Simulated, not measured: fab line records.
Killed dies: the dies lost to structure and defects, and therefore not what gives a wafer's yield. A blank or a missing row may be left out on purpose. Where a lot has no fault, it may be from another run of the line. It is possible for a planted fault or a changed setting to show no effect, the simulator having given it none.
fab line records / flow sky130
record lots=14 wafers=42 lastDay=50
route steps=708 shown CAP2M@604 METAL4@626 VIA4@641
lots untouched by any fault: they come from a run of this same line in which no faults occurred
startH: the number of hours between the record's first day and the start of the first shown wafer of the lot / waitH: hours from the lot's prior step to this one / " the same as in the row above / L1.1+2: one row covering several wafers at once / - no value, or no start given / * or withheld: withheld / < > ~ a bound
route shown NAME@n: names a module that has steps shown in the file, with the first one's number in the route / usual: mean and standard deviation over wafers with no fault / same: alike in all rows / chamber/n: place in a boat / sites: per-site readings / _std_site: how widely they spread, as a standard deviation / _edge_site: the outer-site mean with the inner-site mean subtracted / radiusMm: how far each site lies from the wafer's centre / mask NAME#n: copy n / behind: tool/chamber where the wafer was last shaped / hold: the reason the lot was held/the length of the hold in hours/how it ended / device: whichever transistor did not switch (one of n, p or np) / end of line: tests run on the same wafers once the route is complete / a step without rows: its recipe alone / killed: count of dies lost to structure and defects at first sort (not the wafer's yield) / map: shows each die of a wafer: x if killed, . if not, _ if none is there
set.NAME: setting as actually run; set.NAME@STEP: the setting as run at that earlier step / model.NAME: the simulator's own value behind a step, which no gauge read
steps of the route over a sample of lots; a table a step, a row a wafer
services: from which hour (startH, from the record's first day; less than 0 if before it) a tool's chamber was out of use, for how many hours, and why
## steps
# step SKY_CAP2M_THK_MEAS_01
# recipe reads=SiO2_of_CAP2M_CVD_00
# usual CAP2M_CVD_00_THK=15.46/0.19
lot.wafer=L998.1 tool=filmMetro-01 chamber=- startH=931.31 waitH=- CAP2M_CVD_00_THK[nm]=15.59
lot.wafer=L998.3 tool=filmMetro-01 chamber=- startH=931.31 waitH=- CAP2M_CVD_00_THK[nm]=15.58
lot.wafer=L998.6 tool=filmMetro-01 chamber=- startH=931.31 waitH=- CAP2M_CVD_00_THK[nm]=15.62
lot.wafer=L999.1 tool=filmMetro-03 chamber=- startH=947.82 waitH=- CAP2M_CVD_00_THK[nm]=15.34
lot.wafer=L999.3 tool=filmMetro-03 chamber=- startH=947.82 waitH=- CAP2M_CVD_00_THK[nm]=15.37
lot.wafer=L999.4 tool=filmMetro-03 chamber=- startH=947.82 waitH=- CAP2M_CVD_00_THK[nm]=15.52
lot.wafer=L100.1 tool=filmMetro-02 chamber=- startH=958.34 waitH=- CAP2M_CVD_00_THK[nm]=15.52
lot.wafer=L100.2 tool=filmMetro-02 chamber=- startH=958.34 waitH=- CAP2M_CVD_00_THK[nm]=15.45
lot.wafer=L100.5 tool=filmMetro-02 chamber=- startH=958.34 waitH=- CAP2M_CVD_00_THK[nm]=15.37
lot.wafer=L101.1 tool=filmMetro-01 chamber=- startH=964.89 waitH=- CAP2M_CVD_00_THK[nm]=15.20
lot.wafer=L101.3 tool=filmMetro-01 chamber=- startH=964.89 waitH=- CAP2M_CVD_00_THK[nm]=15.10
lot.wafer=L101.6 tool=filmMetro-01 chamber=- startH=964.89 waitH=- CAP2M_CVD_00_THK[nm]=15.34
lot.wafer=L102.3 tool=filmMetro-03 chamber=- startH=971.93 waitH=- CAP2M_CVD_00_THK[nm]=15.50
lot.wafer=L102.4 tool=filmMetro-03 chamber=- startH=971.93 waitH=- CAP2M_CVD_00_THK[nm]=15.63
lot.wafer=L102.5 tool=filmMetro-03 chamber=- startH=971.93 waitH=- CAP2M_CVD_00_THK[nm]=15.49
lot.wafer=L103.2 tool=filmMetro-03 chamber=- startH=979.10 waitH=- CAP2M_CVD_00_THK[nm]=15.40
lot.wafer=L103.3 tool=filmMetro-03 chamber=- startH=979.10 waitH=- CAP2M_CVD_00_THK[nm]=15.43
lot.wafer=L103.4 tool=filmMetro-03 chamber=- startH=979.10 waitH=- CAP2M_CVD_00_THK[nm]=15.50
lot.wafer=L106.3 tool=filmMetro-03 chamber=- startH=1001.79 waitH=- CAP2M_CVD_00_THK[nm]=15.52
lot.wafer=L106.4 tool=filmMetro-03 chamber=- startH=1001.79 waitH=- CAP2M_CVD_00_THK[nm]=15.37
lot.wafer=L106.5 tool=filmMetro-03 chamber=- startH=1001.79 waitH=- CAP2M_CVD_00_THK[nm]=15.47
lot.wafer=L107.4 tool=filmMetro-03 chamber=- startH=1005.65 waitH=- CAP2M_CVD_00_THK[nm]=15.45
lot.wafer=L107.5 tool=filmMetro-03 chamber=- startH=1005.65 waitH=- CAP2M_CVD_00_THK[nm]=15.25
lot.wafer=L107.6 tool=filmMetro-03 chamber=- startH=1005.65 waitH=- CAP2M_CVD_00_THK[nm]=15.36
lot.wafer=L108.1 tool=filmMetro-02 chamber=- startH=1012.37 waitH=- CAP2M_CVD_00_THK[nm]=15.34
lot.wafer=L108.3 tool=filmMetro-02 chamber=- startH=1012.37 waitH=- CAP2M_CVD_00_THK[nm]=15.33
lot.wafer=L108.6 tool=filmMetro-02 chamber=- startH=1012.37 waitH=- CAP2M_CVD_00_THK[nm]=15.68
lot.wafer=L110.1 tool=filmMetro-02 chamber=- startH=1025.66 waitH=- CAP2M_CVD_00_THK[nm]=15.22
lot.wafer=L110.3 tool=filmMetro-02 chamber=- startH=1025.66 waitH=- CAP2M_CVD_00_THK[nm]=15.52
lot.wafer=L110.6 tool=filmMetro-02 chamber=- startH=1025.66 waitH=- CAP2M_CVD_00_THK[nm]=15.53
lot.wafer=L118.2 tool=filmMetro-01 chamber=- startH=1072.36 waitH=- CAP2M_CVD_00_THK[nm]=15.18
lot.wafer=L118.4 tool=filmMetro-01 chamber=- startH=1072.36 waitH=- CAP2M_CVD_00_THK[nm]=15.31
lot.wafer=L118.5 tool=filmMetro-01 chamber=- startH=1072.36 waitH=- CAP2M_CVD_00_THK[nm]=15.08
lot.wafer=L117.1 tool=filmMetro-01 chamber=- startH=1076.54 waitH=- CAP2M_CVD_00_THK[nm]=15.39
lot.wafer=L117.4 tool=filmMetro-01 chamber=- startH=1076.54 waitH=- CAP2M_CVD_00_THK[nm]=15.50
lot.wafer=L117.5 tool=filmMetro-01 chamber=- startH=1076.54 waitH=- CAP2M_CVD_00_THK[nm]=15.63
lot.wafer=L120.3 tool=filmMetro-01 chamber=- startH=1082.13 waitH=- CAP2M_CVD_00_THK[nm]=15.32
lot.wafer=L120.4 tool=filmMetro-01 chamber=- startH=1082.13 waitH=- CAP2M_CVD_00_THK[nm]=15.59
lot.wafer=L120.6 tool=filmMetro-01 chamber=- startH=1082.13 waitH=- CAP2M_CVD_00_THK[nm]=15.55
lot.wafer=L119.1 tool=filmMetro-03 chamber=- startH=1083.46 waitH=- CAP2M_CVD_00_THK[nm]=15.58
lot.wafer=L119.5 tool=filmMetro-03 chamber=- startH=1083.46 waitH=- CAP2M_CVD_00_THK[nm]=15.88
lot.wafer=L119.6 tool=filmMetro-03 chamber=- startH=1083.46 waitH=- CAP2M_CVD_00_THK[nm]=15.69
# step SKY_METAL4_EXPOSE_10
# recipe maskId=MM4 na=0.68 sourceShape=annular sigmaInner=0.4 sigmaOuter=0.8 targetCdNm=300 doseMj=28
# usual exposureDoseMJCm2=27.977/0.026 focusOffsetNm=0.0/0.53
lot.wafer=L998.1 tool=krfScanner-01 chamber=0 startH=968.73 waitH=- mask=MM4#0 exposureDoseMJCm2=27.976 focusOffsetNm=0.0
lot.wafer=L998.3 tool=krfScanner-01 chamber=0 startH=968.73 waitH=- mask=MM4#0 exposureDoseMJCm2=27.973 focusOffsetNm=0.7
lot.wafer=L998.6 tool=krfScanner-01 chamber=0 startH=968.73 waitH=- mask=MM4#0 exposureDoseMJCm2=27.973 focusOffsetNm=0.0
lot.wafer=L999.1 tool=krfScanner-02 chamber=0 startH=984.96 waitH=- mask=MM4#0 exposureDoseMJCm2=27.966 focusOffsetNm=0.2
lot.wafer=L999.3 tool=krfScanner-02 chamber=0 startH=984.96 waitH=- mask=MM4#0 exposureDoseMJCm2=27.997 focusOffsetNm=0.5
lot.wafer=L999.4 tool=krfScanner-02 chamber=0 startH=984.96 waitH=- mask=MM4#0 exposureDoseMJCm2=27.975 focusOffsetNm=-0.1
lot.wafer=L100.1 tool=krfScanner-01 chamber=0 startH=995.04 waitH=- mask=MM4#0 exposureDoseMJCm2=28.008 focusOffsetNm=-0.1
lot.wafer=L100.2 tool=krfScanner-01 chamber=0 startH=995.04 waitH=- mask=MM4#0 exposureDoseMJCm2=27.969 focusOffsetNm=-0.6
lot.wafer=L100.5 tool=krfScanner-01 chamber=0 startH=995.04 waitH=- mask=MM4#0 exposureDoseMJCm2=28.025 focusOffsetNm=-0.7
lot.wafer=L101.1 tool=krfScanner-02 chamber=0 startH=998.89 waitH=- mask=MM4#0 exposureDoseMJCm2=27.981 focusOffsetNm=0.2
lot.wafer=L101.3 tool=krfScanner-02 chamber=0 startH=998.89 waitH=- mask=MM4#0 exposureDoseMJCm2=27.949 focusOffsetNm=0.3
lot.wafer=L101.6 tool=krfScanner-02 chamber=0 startH=998.89 waitH=- mask=MM4#0 exposureDoseMJCm2=27.939 focusOffsetNm=0.3
lot.wafer=L102.3 tool=krfScanner-02 chamber=0 startH=1008.54 waitH=- mask=MM4#0 exposureDoseMJCm2=27.992 focusOffsetNm=0.6
lot.wafer=L102.4 tool=krfScanner-02 chamber=0 startH=1008.54 waitH=- mask=MM4#0 exposureDoseMJCm2=27.938 focusOffsetNm=1.1
lot.wafer=L102.5 tool=krfScanner-02 chamber=0 startH=1008.54 waitH=- mask=MM4#0 exposureDoseMJCm2=27.979 focusOffsetNm=0.6
lot.wafer=L103.2 tool=krfScanner-02 chamber=0 startH=1014.90 waitH=- mask=MM4#0 exposureDoseMJCm2=27.972 focusOffsetNm=-0.5
lot.wafer=L103.3 tool=krfScanner-02 chamber=0 startH=1014.90 waitH=- mask=MM4#0 exposureDoseMJCm2=27.962 focusOffsetNm=-1.2
lot.wafer=L103.4 tool=krfScanner-02 chamber=0 startH=1014.90 waitH=- mask=MM4#0 exposureDoseMJCm2=27.941 focusOffsetNm=-1.0
lot.wafer=L106.3 tool=krfScanner-01 chamber=0 startH=1035.77 waitH=- mask=MM4#0 exposureDoseMJCm2=27.975 focusOffsetNm=0.8
lot.wafer=L106.4 tool=krfScanner-01 chamber=0 startH=1035.77 waitH=- mask=MM4#0 exposureDoseMJCm2=27.982 focusOffsetNm=0.5
lot.wafer=L106.5 tool=krfScanner-01 chamber=0 startH=1035.77 waitH=- mask=MM4#0 exposureDoseMJCm2=28.003 focusOffsetNm=0.5
lot.wafer=L107.4 tool=krfScanner-02 chamber=0 startH=1040.75 waitH=- mask=MM4#0 exposureDoseMJCm2=27.935 focusOffsetNm=0.0
lot.wafer=L107.5 tool=krfScanner-02 chamber=0 startH=1040.75 waitH=- mask=MM4#0 exposureDoseMJCm2=27.948 focusOffsetNm=0.4
lot.wafer=L107.6 tool=krfScanner-02 chamber=0 startH=1040.75 waitH=- mask=MM4#0 exposureDoseMJCm2=27.974 focusOffsetNm=0.9
lot.wafer=L108.1 tool=krfScanner-01 chamber=0 startH=1045.87 waitH=- mask=MM4#0 exposureDoseMJCm2=27.978 focusOffsetNm=-0.4
lot.wafer=L108.3 tool=krfScanner-01 chamber=0 startH=1045.87 waitH=- mask=MM4#0 exposureDoseMJCm2=28.027 focusOffsetNm=-0.2
lot.wafer=L108.6 tool=krfScanner-01 chamber=0 startH=1045.87 waitH=- mask=MM4#0 exposureDoseMJCm2=27.960 focusOffsetNm=-0.5
lot.wafer=L110.1 tool=krfScanner-02 chamber=0 startH=1059.29 waitH=- mask=MM4#0 exposureDoseMJCm2=27.995 focusOffsetNm=-0.2
lot.wafer=L110.3 tool=krfScanner-02 chamber=0 startH=1059.29 waitH=- mask=MM4#0 exposureDoseMJCm2=27.917 focusOffsetNm=-0.2
lot.wafer=L110.6 tool=krfScanner-02 chamber=0 startH=1059.29 waitH=- mask=MM4#0 exposureDoseMJCm2=27.986 focusOffsetNm=-0.5
lot.wafer=L118.2 tool=krfScanner-01 chamber=0 startH=1104.03 waitH=- mask=MM4#0 exposureDoseMJCm2=27.924 focusOffsetNm=-1.0
lot.wafer=L118.4 tool=krfScanner-01 chamber=0 startH=1104.03 waitH=- mask=MM4#0 exposureDoseMJCm2=27.964 focusOffsetNm=-1.1
lot.wafer=L118.5 tool=krfScanner-01 chamber=0 startH=1104.03 waitH=- mask=MM4#0 exposureDoseMJCm2=27.994 focusOffsetNm=0.0
lot.wafer=L117.1 tool=krfScanner-02 chamber=- startH=1108.94 waitH=- mask=MM4#0 exposureDoseMJCm2=- focusOffsetNm=-
lot.wafer=L117.4 tool=krfScanner-02 chamber=- startH=1108.94 waitH=- mask=MM4#0 exposureDoseMJCm2=- focusOffsetNm=-
lot.wafer=L117.5 tool=krfScanner-02 chamber=- startH=1108.94 waitH=- mask=MM4#0 exposureDoseMJCm2=- focusOffsetNm=-
lot.wafer=L120.3 tool=krfScanner-01 chamber=0 startH=1113.01 waitH=- mask=MM4#0 exposureDoseMJCm2=27.984 focusOffsetNm=0.2
lot.wafer=L120.4 tool=krfScanner-01 chamber=0 startH=1113.01 waitH=- mask=MM4#0 exposureDoseMJCm2=28.003 focusOffsetNm=-0.6
lot.wafer=L120.6 tool=krfScanner-01 chamber=0 startH=1113.01 waitH=- mask=MM4#0 exposureDoseMJCm2=27.974 focusOffsetNm=0.5
lot.wafer=L119.1 tool=krfScanner-01 chamber=- startH=1115.07 waitH=- mask=MM4#0 exposureDoseMJCm2=- focusOffsetNm=-
lot.wafer=L119.5 tool=krfScanner-01 chamber=- startH=1115.07 waitH=- mask=MM4#0 exposureDoseMJCm2=- focusOffsetNm=-
lot.wafer=L119.6 tool=krfScanner-01 chamber=- startH=1115.07 waitH=- mask=MM4#0 exposureDoseMJCm2=- focusOffsetNm=-
# step SKY_METAL4_OVL_MEAS_14
# usual METAL4_OVL=-3/5.2
lot.wafer=L998.1 tool=overlay-01 chamber=- startH=980.42 waitH=0.1 METAL4_OVL[nm]=-9
lot.wafer=L998.3 tool=overlay-01 chamber=- startH=980.42 waitH=0.1 METAL4_OVL[nm]=0
lot.wafer=L998.6 tool=overlay-01 chamber=- startH=980.42 waitH=0.1 METAL4_OVL[nm]=0
lot.wafer=L999.1 tool=overlay-01 chamber=- startH=996.29 waitH=0.1 METAL4_OVL[nm]=-3
lot.wafer=L999.3 tool=overlay-01 chamber=- startH=996.29 waitH=0.1 METAL4_OVL[nm]=4
lot.wafer=L999.4 tool=overlay-01 chamber=- startH=996.29 waitH=0.1 METAL4_OVL[nm]=-1
lot.wafer=L100.1 tool=overlay-02 chamber=- startH=1006.71 waitH=0.1 METAL4_OVL[nm]=10
lot.wafer=L100.2 tool=overlay-02 chamber=- startH=1006.71 waitH=0.1 METAL4_OVL[nm]=-3
lot.wafer=L100.5 tool=overlay-02 chamber=- startH=1006.71 waitH=0.1 METAL4_OVL[nm]=1
lot.wafer=L101.1 tool=overlay-02 chamber=- startH=1010.44 waitH=0.1 METAL4_OVL[nm]=-1
lot.wafer=L101.3 tool=overlay-02 chamber=- startH=1010.44 waitH=0.1 METAL4_OVL[nm]=4
lot.wafer=L101.6 tool=overlay-02 chamber=- startH=1010.44 waitH=0.1 METAL4_OVL[nm]=-7
lot.wafer=L102.3 tool=overlay-01 chamber=- startH=1019.60 waitH=0.1 METAL4_OVL[nm]=6
lot.wafer=L102.4 tool=overlay-01 chamber=- startH=1019.60 waitH=0.1 METAL4_OVL[nm]=-3
lot.wafer=L102.5 tool=overlay-01 chamber=- startH=1019.60 waitH=0.1 METAL4_OVL[nm]=0
lot.wafer=L103.2 tool=overlay-02 chamber=- startH=1026.06 waitH=0.1 METAL4_OVL[nm]=-7
lot.wafer=L103.3 tool=overlay-02 chamber=- startH=1026.06 waitH=0.1 METAL4_OVL[nm]=-3
lot.wafer=L103.4 tool=overlay-02 chamber=- startH=1026.06 waitH=0.1 METAL4_OVL[nm]=-4
lot.wafer=L106.3 tool=overlay-01 chamber=- startH=1046.47 waitH=0.1 METAL4_OVL[nm]=2
lot.wafer=L106.4 tool=overlay-01 chamber=- startH=1046.47 waitH=0.1 METAL4_OVL[nm]=-10
lot.wafer=L106.5 tool=overlay-01 chamber=- startH=1046.47 waitH=0.1 METAL4_OVL[nm]=3
lot.wafer=L107.4 tool=overlay-01 chamber=- startH=1051.46 waitH=0.1 METAL4_OVL[nm]=-1
lot.wafer=L107.5 tool=overlay-01 chamber=- startH=1051.46 waitH=0.1 METAL4_OVL[nm]=-3
lot.wafer=L107.6 tool=overlay-01 chamber=- startH=1051.46 waitH=0.1 METAL4_OVL[nm]=2
lot.wafer=L108.1 tool=overlay-02 chamber=- startH=1056.66 waitH=0.1 METAL4_OVL[nm]=11
lot.wafer=L108.3 tool=overlay-02 chamber=- startH=1056.66 waitH=0.1 METAL4_OVL[nm]=1
lot.wafer=L108.6 tool=overlay-02 chamber=- startH=1056.66 waitH=0.1 METAL4_OVL[nm]=-1
lot.wafer=L110.1 tool=overlay-02 chamber=- startH=1070.21 waitH=0.1 METAL4_OVL[nm]=-14
lot.wafer=L110.3 tool=overlay-02 chamber=- startH=1070.21 waitH=0.1 METAL4_OVL[nm]=-15
lot.wafer=L110.6 tool=overlay-02 chamber=- startH=1070.21 waitH=0.1 METAL4_OVL[nm]=-3
lot.wafer=L118.2 tool=overlay-01 chamber=- startH=1114.13 waitH=0.1 METAL4_OVL[nm]=-13
lot.wafer=L118.4 tool=overlay-01 chamber=- startH=1114.13 waitH=0.1 METAL4_OVL[nm]=-12
lot.wafer=L118.5 tool=overlay-01 chamber=- startH=1114.13 waitH=0.1 METAL4_OVL[nm]=-15
lot.wafer=L117.1 tool=overlay-02 chamber=- startH=1119.09 waitH=0.1 METAL4_OVL[nm]=-
lot.wafer=L117.4 tool=overlay-02 chamber=- startH=1119.09 waitH=0.1 METAL4_OVL[nm]=-
lot.wafer=L117.5 tool=overlay-02 chamber=- startH=1119.09 waitH=0.1 METAL4_OVL[nm]=-
lot.wafer=L120.3 tool=overlay-01 chamber=- startH=1123.10 waitH=0.1 METAL4_OVL[nm]=-1
lot.wafer=L120.4 tool=overlay-01 chamber=- startH=1123.10 waitH=0.1 METAL4_OVL[nm]=-2
lot.wafer=L120.6 tool=overlay-01 chamber=- startH=1123.10 waitH=0.1 METAL4_OVL[nm]=0
lot.wafer=L119.1 tool=overlay-01 chamber=- startH=1124.89 waitH=0.1 METAL4_OVL[nm]=-
lot.wafer=L119.5 tool=overlay-01 chamber=- startH=1124.89 waitH=0.1 METAL4_OVL[nm]=-
lot.wafer=L119.6 tool=overlay-01 chamber=- startH=1124.89 waitH=0.1 METAL4_OVL[nm]=-
# step SKY_VIA4_CMP_02
# recipe material=SiO2 downForcePsi=4 platenRpm=60 padVelocityMS=0.94248
# usual motorCurrentA=11.5/1.3
lot.wafer=L998.3 tool=cmp-01 chamber=3 startH=981.61 waitH=0.0 motorCurrentA=11.0
lot.wafer=L998.1 tool=cmp-01 chamber=0 startH=981.61 waitH=0.0 motorCurrentA=12.5
lot.wafer=L998.6 tool=cmp-01 chamber=3 startH=981.61 waitH=0.0 motorCurrentA=11.6
lot.wafer=L999.3 tool=cmp-02 chamber=2 startH=997.59 waitH=0.1 motorCurrentA=13.5
lot.wafer=L999.4 tool=cmp-02 chamber=3 startH=997.59 waitH=0.1 motorCurrentA=13.0
lot.wafer=L999.1 tool=cmp-02 chamber=0 startH=997.59 waitH=0.1 motorCurrentA=10.2
lot.wafer=L100.2 tool=cmp-02 chamber=2 startH=1008.14 waitH=0.0 motorCurrentA=13.9
lot.wafer=L100.1 tool=cmp-02 chamber=1 startH=1008.14 waitH=0.0 motorCurrentA=11.6
lot.wafer=L100.5 tool=cmp-02 chamber=3 startH=1008.14 waitH=0.0 motorCurrentA=12.4
lot.wafer=L101.3 tool=cmp-01 chamber=3 startH=1011.85 waitH=0.0 motorCurrentA=11.6
lot.wafer=L101.1 tool=cmp-01 chamber=2 startH=1011.85 waitH=0.0 motorCurrentA=10.4
lot.wafer=L101.6 tool=cmp-01 chamber=0 startH=1011.85 waitH=0.0 motorCurrentA=12.6
lot.wafer=L102.3 tool=cmp-02 chamber=2 startH=1020.95 waitH=0.0 motorCurrentA=13.6
lot.wafer=L102.4 tool=cmp-02 chamber=0 startH=1020.95 waitH=0.0 motorCurrentA=10.4
lot.wafer=L102.5 tool=cmp-02 chamber=3 startH=1020.95 waitH=0.0 motorCurrentA=12.7
lot.wafer=L103.2 tool=cmp-02 chamber=0 startH=1027.38 waitH=0.0 motorCurrentA=10.1
lot.wafer=L103.3 tool=cmp-02 chamber=1 startH=1027.38 waitH=0.0 motorCurrentA=11.5
lot.wafer=L103.4 tool=cmp-02 chamber=2 startH=1027.38 waitH=0.0 motorCurrentA=13.9
lot.wafer=L106.4 tool=cmp-02 chamber=1 startH=1047.68 waitH=0.0 motorCurrentA=11.5
lot.wafer=L106.3 tool=cmp-02 chamber=2 startH=1047.68 waitH=0.0 motorCurrentA=13.7
lot.wafer=L106.5 tool=cmp-02 chamber=2 startH=1047.68 waitH=0.0 motorCurrentA=13.6
lot.wafer=L107.4 tool=cmp-01 chamber=1 startH=1052.81 waitH=0.1 motorCurrentA=9.7
lot.wafer=L107.5 tool=cmp-01 chamber=0 startH=1052.81 waitH=0.1 motorCurrentA=12.1
lot.wafer=L107.6 tool=cmp-01 chamber=1 startH=1052.81 waitH=0.1 motorCurrentA=9.3
lot.wafer=L108.3 tool=cmp-01 chamber=3 startH=1058.12 waitH=0.1 motorCurrentA=11.4
lot.wafer=L108.1 tool=cmp-01 chamber=1 startH=1058.12 waitH=0.1 motorCurrentA=9.4
lot.wafer=L108.6 tool=cmp-01 chamber=2 startH=1058.12 waitH=0.1 motorCurrentA=10.0
lot.wafer=L110.1 tool=cmp-01 chamber=2 startH=1071.62 waitH=0.1 motorCurrentA=10.2
lot.wafer=L110.3 tool=cmp-01 chamber=0 startH=1071.62 waitH=0.1 motorCurrentA=12.3
lot.wafer=L110.6 tool=cmp-01 chamber=2 startH=1071.62 waitH=0.1 motorCurrentA=10.1
lot.wafer=L118.2 tool=cmp-01 chamber=0 startH=1115.44 waitH=0.1 motorCurrentA=12.2
lot.wafer=L118.4 tool=cmp-01 chamber=1 startH=1115.44 waitH=0.1 motorCurrentA=10.0
lot.wafer=L118.5 tool=cmp-01 chamber=2 startH=1115.44 waitH=0.1 motorCurrentA=10.2
lot.wafer=L120.3 tool=cmp-01 chamber=0 startH=1124.39 waitH=0.0 motorCurrentA=12.8
lot.wafer=L120.4 tool=cmp-01 chamber=2 startH=1124.39 waitH=0.0 motorCurrentA=10.4
lot.wafer=L120.6 tool=cmp-01 chamber=0 startH=1124.39 waitH=0.0 motorCurrentA=12.8
## services
tool=krfScanner-02 chamber=- startH=945.90 hours=1.0 kind=pm
tool=krfScanner-02 chamber=- startH=952.82 hours=0.5 kind=repair
tool=cmp-01 chamber=- startH=960.65 hours=1.0 kind=repair
tool=cmp-02 chamber=- startH=960.88 hours=1.1 kind=repair
tool=krfScanner-02 chamber=0 startH=970.14 hours=- kind=calibration
tool=cmp-01 chamber=- startH=970.41 hours=5.2 kind=pm
tool=krfScanner-01 chamber=- startH=984.24 hours=1.0 kind=pm
tool=krfScanner-02 chamber=- startH=992.03 hours=0.3 kind=repair
tool=cmp-02 chamber=- startH=992.23 hours=1.6 kind=repair
tool=krfScanner-01 chamber=- startH=1019.70 hours=0.8 kind=pm
tool=krfScanner-02 chamber=- startH=1025.49 hours=4.4 kind=pm
tool=krfScanner-01 chamber=- startH=1034.11 hours=1.3 kind=pm
tool=krfScanner-01 chamber=0 startH=1038.16 hours=- kind=calibration
tool=cmp-01 chamber=- startH=1055.68 hours=0.8 kind=repair
tool=krfScanner-02 chamber=- startH=1078.21 hours=1.3 kind=pm
tool=cmp-02 chamber=- startH=1088.54 hours=4.0 kind=pm
tool=cmp-02 chamber=- startH=1092.54 hours=- kind=consumableReplace:conditioner
tool=cmp-02 chamber=- startH=1092.54 hours=- kind=consumableReplace:pad
tool=krfScanner-02 chamber=- startH=1102.17 hours=0.8 kind=pm
tool=krfScanner-01 chamber=- startH=1105.67 hours=0.8 kind=pm
tool=krfScanner-02 chamber=- startH=1114.90 hours=1.0 kind=pm
## key
firstSign step=SKY_METAL4_EXPOSE_10 reading=toolRecord direction=missing
effect none on later readings
metAt SKY_METAL4_EXPOSE_10
struckLots L117,L119
laterRowsLeftOut L117.1,L117.4,L117.5,L119.1,L119.5,L119.6
sortLeftOut L117.1,L117.4,L117.5,L119.1,L119.5,L119.6
notActingAt SKY_CAP2M_THK_MEAS_01,SKY_METAL4_OVL_MEAS_14,SKY_VIA4_CMP_02
onsetBetween 1104.03 1108.94
fault kind=skippedStepWhole tool=krfScanner-01,krfScanner-02 chamber=- onsetH=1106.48 steps=SKY_METAL4_EXPOSE_10 scope=struckLotsOnly
# sortLeftOut: the simulated sort isn't trusted on such a fault, so these wafers' sort isn't shown, and their yield isn't known
# laterRowsLeftOut: the simulator's readings of these wafers behind a module that went badly wrong aren't trusted and aren't shown, but for the sort
